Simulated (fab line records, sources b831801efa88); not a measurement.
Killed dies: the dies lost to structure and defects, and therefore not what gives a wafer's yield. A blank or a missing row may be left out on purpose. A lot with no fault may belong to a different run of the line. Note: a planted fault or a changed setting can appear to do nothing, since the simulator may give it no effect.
Which tool did it? + flow gf180mcu + route of 602 steps, sampled at 1 step: 15 lots, 45 wafers

WHAT THE GAUGES SHOWED, per wafer
GF_V2_THK_MEAS_01. Usual: V2_CVD_00_THK gives 599 nm (standard deviation 5.1).
| lot  | measured     | on            | V2_CVD_00_THK (nm) | flag |
|------|--------------|---------------|--------------------|------|
| L169 | day 19 02:34 | film-metro-03 | 596 597 598        |      |
| L171 | day 20 17:28 | film-metro-04 | 601 597 600        |      |
| L172 | day 20 21:05 | film-metro-04 | 603 600 596        |      |
| L173 | day 21 01:08 | film-metro-04 | 601 599 602        |      |
| L174 | day 21 05:58 | film-metro-04 | 600 598 587        |      |
| L178 | day 23 11:22 | film-metro-04 | 603 601 610        |      |
| L181 | day 23 15:19 | film-metro-04 | 594 592 597        |      |
| L182 | day 24 10:07 | film-metro-03 | 596 596 598        |      |
| L184 | day 24 16:11 | film-metro-04 | 603 600 601        |      |
| L185 | day 25 09:25 | film-metro-01 | 591 594 592        |      |
| L187 | day 26 04:00 | film-metro-04 | 595 604 600        |      |
| L188 | day 26 08:18 | film-metro-03 | 605 606 602        |      |
| L189 | day 26 10:48 | film-metro-01 | 596 596 607        |      |
| L190 | day 26 14:09 | film-metro-03 | 602 597 597        |      |
| L191 | day 26 14:53 | film-metro-01 | 591 601 591        |      |

TOOL THAT RAN EACH LOT (tool first, then ch and the chambers of the sampled wafers, then the start)
Before these readings, the record contains no process step.

AS READ BY THE TOOLS THEMSELVES (means over the sampled wafers that have a number; for cases with no such wafer, the mark the record gives instead)
The record holds no such reading with a usual standard deviation.

THE ANSWER, worked out from the rows above alone
Rule: lot off if the mean of its wafers having a number is beyond 3 standard deviations from the usual mean. A lot without any number at a reading at which 4 lots or more have one is off too. Where the step has rows for the other lots, those lots are counted as sound. The gauges are gone through in route order, then the tools' own readings, and for those a lot's mean is taken as printed above. At the first step where some lot is off, the reading lying furthest off is the one used; lots without a number count as furthest.
No lot is off on any of the readings shown, so nothing can be concluded from this.

WHAT THE SIMULATOR HAD PUT IN
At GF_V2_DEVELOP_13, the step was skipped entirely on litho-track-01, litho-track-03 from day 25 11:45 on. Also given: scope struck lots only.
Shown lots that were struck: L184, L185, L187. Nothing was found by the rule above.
